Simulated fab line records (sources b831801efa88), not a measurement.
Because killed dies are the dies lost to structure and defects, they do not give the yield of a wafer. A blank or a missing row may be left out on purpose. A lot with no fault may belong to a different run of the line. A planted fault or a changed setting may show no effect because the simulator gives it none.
A struck lot beside a sound one || flow gf180mcu || 15 out of 602 route steps
Sound: wafers L818.1, L818.3, L818.6. Struck: wafers L810.2, L810.3, L810.5. Last of all comes the cause.
Each step with rows lists, per side, the tool, then ch with its chambers, then its first start. Under that, the readings that differ: sound wafers || struck wafers || difference of the means || sigmas: that difference in standard deviations of wafers without a fault.
alike: words and numbers the same on both sides, and readings whose means are apart by under 2 such deviations; not compared: readings that were withheld, readings missing a value for some wafer, numbers with overlapping values and no deviation given by the record, and bounds like >300 which may hide the same value.
A row with sigmas, a row that says differs or no value, or rows on one side alone: a step with any of these is where the two part. Numbers that have no deviation but don't overlap get no sigmas and don't part them. Lack of a reading on every wafer of one side parts them only where that side has two or more wafers.

GF_V2_CD_MEAS_14: the cd target is 260 nm.
  sound on cd_sem-01, day 27 14:12; struck on cd_sem-01, day 24 16:54
  alike: cd_nm
GF_V2_OVL_MEAS_15:
  sound on overlay-01, day 27 14:19; struck on overlay-01, day 24 17:01
{"reading": "V2_OVL (nm)", "sound": "-15 -13 -12", "struck": "7 3 4", "difference": "+18", "sigmas": "+3"}
then, 1 step without rows for these wafers: GF_V2_ETCH_16 (etches BARC in N2/H2).
GF_V2_ETCH_17: etches SiO2 in C4F8/O2/Ar, stops on TiN, target depth 630 nm.
  sound: rie_diel-01 ch 1,2,3; struck: rie_diel-02 ch 1,2
  alike: oes_product_au
then, 3 steps without rows for these wafers: GF_V2_STRIP_18 (strips in O2/N2); GF_V2_STRIP_19 (strips in post etch residue remover, time 1200 s); GF_V2_CLEAN_20 (cleans in DIW).
GF_V2_SPUTTER_21: material Ti, target thk 15 nm, time 80.02 s.
  sound on pvd_sputter-04, day 27 15:02; struck on pvd_sputter-04, day 24 17:44
  alike: substrate_temp_c, throttle_valve_pct
GF_V2_SPUTTER_22: material TiN, target thk 10 nm, time 40 s.
  sound on pvd_sputter-04, day 27 15:07; struck on pvd_sputter-04, day 24 17:47
  alike: throttle_valve_pct
GF_V2_CVD_23: deposits W, target thk 350 nm, time 104.94 s.
  sound on cvd_w-02 ch 0, day 27 15:08; struck on cvd_w-02 ch 0,1, day 24 17:50
  alike: heater_power_w
GF_V2_RS_MEAS_24: measures by four-point-probe.
  sound on film_metro-03, day 27 15:16; struck on film_metro-03, day 24 17:58
  alike: V2_W_RS
GF_V2_THK_MEAS_25: measures by xrf.
  sound on film_metro-03, day 27 15:23; struck on film_metro-03, day 24 18:05
  alike: V2_W_THK
GF_V2_CMP_26: polishes, stops on SiO2, t overpolish 15 s, target thk 0 nm.
  sound on cmp-02 ch 1,2,3, day 27 15:26; struck on cmp-02 ch 1,2,3, day 24 18:11
{"reading": "platen_rpm (rpm)", "sound": "59.97 60.02 59.98", "struck": "65.97 66.01 65.99", "difference": "+6.00", "sigmas": "+99 or more"}
  alike: head_pressure_psi, motor_current_A, overpolish_run_s, time_to_endpoint_s
GF_M3_SPUTTER_00: material Ti, target thk 37.5 nm, time 150 s.
  sound on pvd_sputter-01, day 27 15:44; struck on pvd_sputter-02, day 24 18:26
  alike: substrate_temp_c, throttle_valve_pct
-- the record jumps here: 8 days lie between the struck wafers' starts before and after (it left off in module M3 and takes up again in module PASSIVATION, whose first step shown is number 602 of the route) --
GF_PASSIVATION_PROBE_99:
  only the struck wafers here have rows in the record (prober-01, day 32 14:04); the sound ones have none

## WHERE THEY PART
Earliest at GF_V2_OVL_MEAS_15; latest, in this record, at GF_PASSIVATION_PROBE_99.

WHY: whatever the simulator had introduced
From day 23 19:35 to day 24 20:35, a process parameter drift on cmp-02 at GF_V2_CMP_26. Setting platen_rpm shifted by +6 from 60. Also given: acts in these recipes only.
